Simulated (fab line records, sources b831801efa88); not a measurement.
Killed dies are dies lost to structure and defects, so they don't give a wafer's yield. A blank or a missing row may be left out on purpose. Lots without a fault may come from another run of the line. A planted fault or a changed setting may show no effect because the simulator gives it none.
Which tool did it? | flow sky130 | 11 lots, 33 wafers sampled, at 5 steps of a route of 708

WHAT THE GAUGES READ, wafer by wafer
SKY_VIA2_THK_MEAS_01.
lot  | measured     | on            | VIA2_HDPCVD_THK (nm)
L578 | day 36 08:43 | film_metro-04 | 1181 1191 1176
L577 | day 36 09:41 | film_metro-03 | 1157 1157 1179
L579 | day 36 22:00 | film_metro-04 | 1195 1195 1188
L580 | day 37 00:17 | film_metro-04 | 1182 1162 1170
L582 | day 37 11:07 | film_metro-02 | 1170 1169 1171
L586 | day 38 16:22 | film_metro-04 | 1155 1161 1157
L588 | day 39 05:26 | film_metro-04 | 1188 1190 1173
L590 | day 39 18:53 | film_metro-04 | 1174 1173 1185
L596 | day 41 07:11 | film_metro-02 | 1185 1174 1543
L598 | day 41 23:00 | film_metro-03 | 1181 1177 1549
L599 | day 42 05:55 | film_metro-04 | 1174 1176 1166

WHICH TOOL RAN EACH LOT (tool, then ch and the chambers of the sampled wafers, then the start)
lot  | SKY_VIA1_CMP_24               | SKY_METAL2_SPUTTER_01        | SKY_METAL2_SPUTTER_04        | SKY_VIA2_HDPCVD_00
L578 | cmp-02 ch 0,1, day 35 03:38   | pvd_sputter-04, day 35 03:58 | pvd_sputter-04, day 35 04:01 | hdpcvd-02 ch 0,1, day 36 08:35
L577 | cmp-01 ch 0,2,3, day 35 05:45 | pvd_sputter-03, day 35 05:58 | pvd_sputter-03, day 35 06:02 | hdpcvd-01 ch 0,2, day 36 09:32
L579 | cmp-02 ch 0,1,2, day 35 17:44 | pvd_sputter-03, day 35 18:01 | pvd_sputter-03, day 35 18:05 | hdpcvd-01 ch 0,1,2, day 36 21:52
L580 | cmp-02 ch 0,1,2, day 35 20:55 | pvd_sputter-03, day 35 21:15 | pvd_sputter-03, day 35 21:19 | hdpcvd-01 ch 0,1,2, day 37 00:09
L582 | cmp-02 ch 1,3, day 36 08:47   | pvd_sputter-03, day 36 09:04 | pvd_sputter-03, day 36 09:08 | hdpcvd-01 ch 0,1, day 37 11:00
L586 | cmp-02 ch 1,2,3, day 37 13:32 | pvd_sputter-04, day 37 13:48 | pvd_sputter-04, day 37 13:52 | hdpcvd-01 ch 0,2, day 38 16:15
L588 | cmp-02 ch 0,3, day 38 02:22   | pvd_sputter-01, day 38 02:38 | pvd_sputter-01, day 38 02:43 | hdpcvd-02 ch 0,1,2, day 39 05:17
L590 | cmp-02 ch 1,2,3, day 38 16:14 | pvd_sputter-04, day 38 16:28 | pvd_sputter-04, day 38 16:32 | hdpcvd-01 ch 0,2, day 39 18:46
L596 | cmp-02 ch 1,2, day 40 05:56   | pvd_sputter-04, day 40 06:13 | pvd_sputter-04, day 40 06:17 | hdpcvd-02 ch 0,1,2, day 41 07:03
L598 | cmp-01 ch 0,1,2, day 40 21:41 | pvd_sputter-04, day 40 21:52 | pvd_sputter-04, day 40 21:56 | hdpcvd-02 ch 0,1,2, day 41 22:54
L599 | cmp-02 ch 0,1,3, day 41 05:22 | pvd_sputter-01, day 41 05:41 | pvd_sputter-01, day 41 05:46 | hdpcvd-01 ch 0,2, day 42 05:47
- SKY_VIA1_CMP_24: polishes, stops on SiO2, t overpolish 15 s, target thk 0 nm.
- SKY_METAL2_SPUTTER_01: material TiN, target thk 20 nm, time 16.7 s.
- SKY_METAL2_SPUTTER_04: material TiN, target thk 70 nm, time 58.3 s.
- SKY_VIA2_HDPCVD_00: deposits SiO2, target thk 1180 nm, time 196.7 s.

THE ANSWER, worked out from the rows above alone
Rule: what is usual is taken from the lots themselves. Put in order of their means at a reading, lots are off if they are a third of the lots or fewer, leave a main group of 4 or more, and stand apart from it by a gap of 3 or more times the standard deviation of the main group's means; of several such gaps the widest counts. A main group whose means are all the same, to the digits that the tables above print for the reading, isn't used. A lot without any number at a reading at which 4 lots or more have one is off too. The other lots that the step has rows for count as sound.
Off: L596, L598, at SKY_VIA2_THK_MEAS_01 (VIA2_HDPCVD_THK). The main group: mean 1175 nm, standard deviation 10.
A tool fits if, at a process step before that reading, it ran every lot that is off, and no sound lot after the first of them. The gauges at SKY_VIA2_THK_MEAS_01 are tried like those tools. Can't be told from this: 2 tools fit, pvd_sputter-04 at SKY_METAL2_SPUTTER_01 and SKY_METAL2_SPUTTER_04, hdpcvd-02 at SKY_VIA2_HDPCVD_00.

WHAT THE SIMULATOR HAD PUT IN
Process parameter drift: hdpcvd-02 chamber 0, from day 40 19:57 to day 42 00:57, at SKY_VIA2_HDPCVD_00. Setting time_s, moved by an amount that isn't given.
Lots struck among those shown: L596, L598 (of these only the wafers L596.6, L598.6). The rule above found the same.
